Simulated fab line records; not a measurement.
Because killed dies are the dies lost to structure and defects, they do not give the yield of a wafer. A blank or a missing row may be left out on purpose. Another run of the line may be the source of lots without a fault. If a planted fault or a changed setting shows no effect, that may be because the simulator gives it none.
Which of the tools did it? | flow sky130 | route of 708 steps, sampled at 1 step: 13 lots, 39 wafers

## WHAT THE GAUGES SHOWED, per wafer
SKY_SONOS_ONO_THK_MEAS_05.
lot  | measured     | on            | SONOS_ONO_CVD_04_THK (nm)
L548 | day 11 13:26 | film metro-01 | 5.80 5.93 5.75
L549 | day 12 01:08 | film metro-02 | 5.63 5.76 5.77
L550 | day 12 12:12 | film metro-04 | 5.96 5.99 5.97
L552 | day 13 02:00 | film metro-01 | 5.62 5.58 5.54
L555 | day 13 22:15 | film metro-01 | 5.69 5.64 5.77
L556 | day 14 04:23 | film metro-02 | 5.61 5.72 5.65
L560 | day 15 16:59 | film metro-02 | 5.97 5.84 5.90
L561 | day 15 20:54 | film metro-04 | 5.55 5.61 5.50
L562 | day 16 08:45 | film metro-02 | 5.63 5.69 5.59
L564 | day 17 14:20 | film metro-01 | 5.81 5.74 5.85
L566 | day 17 15:35 | film metro-01 | 5.74 5.68 5.72
L570 | day 18 20:13 | film metro-01 | 5.65 5.71 5.73
L571 | day 19 09:32 | film metro-02 | 5.70 5.87 5.71

## EACH LOT AND THE TOOL THAT RAN IT (in order: tool; ch and the chambers of the sampled wafers; start)
No process step before these readings appears in the record.

## AS READ BY THE TOOLS THEMSELVES (means over the sampled wafers that have a number; for cases with no such wafer, the mark the record gives instead)
The record holds no such reading with a usual standard deviation.

## THE ANSWER, worked out from the rows above alone
Rule: usual is defined by the lots themselves. Put in order of their means at a reading, lots are off if they are a third of the lots or fewer, leave a main group of 4 or more, and stand apart from it by a gap of 3 or more times the standard deviation of the main group's means; of several such gaps the widest counts. A main group is skipped when, at the precision printed for the reading in the tables above, its means are all equal. A lot without any number at a reading at which 4 lots or more have one is off too. The other lots that the step has rows for count as sound. After the gauges, taken in route order, come the tools' own readings; for these a lot's mean is taken, as printed above. At the first step where some lot is off, the reading lying furthest off is the one used; lots without a number count as furthest.
None of the lots is off at any reading shown; this tells nothing.

## WHAT THE SIMULATOR HAD PUT IN
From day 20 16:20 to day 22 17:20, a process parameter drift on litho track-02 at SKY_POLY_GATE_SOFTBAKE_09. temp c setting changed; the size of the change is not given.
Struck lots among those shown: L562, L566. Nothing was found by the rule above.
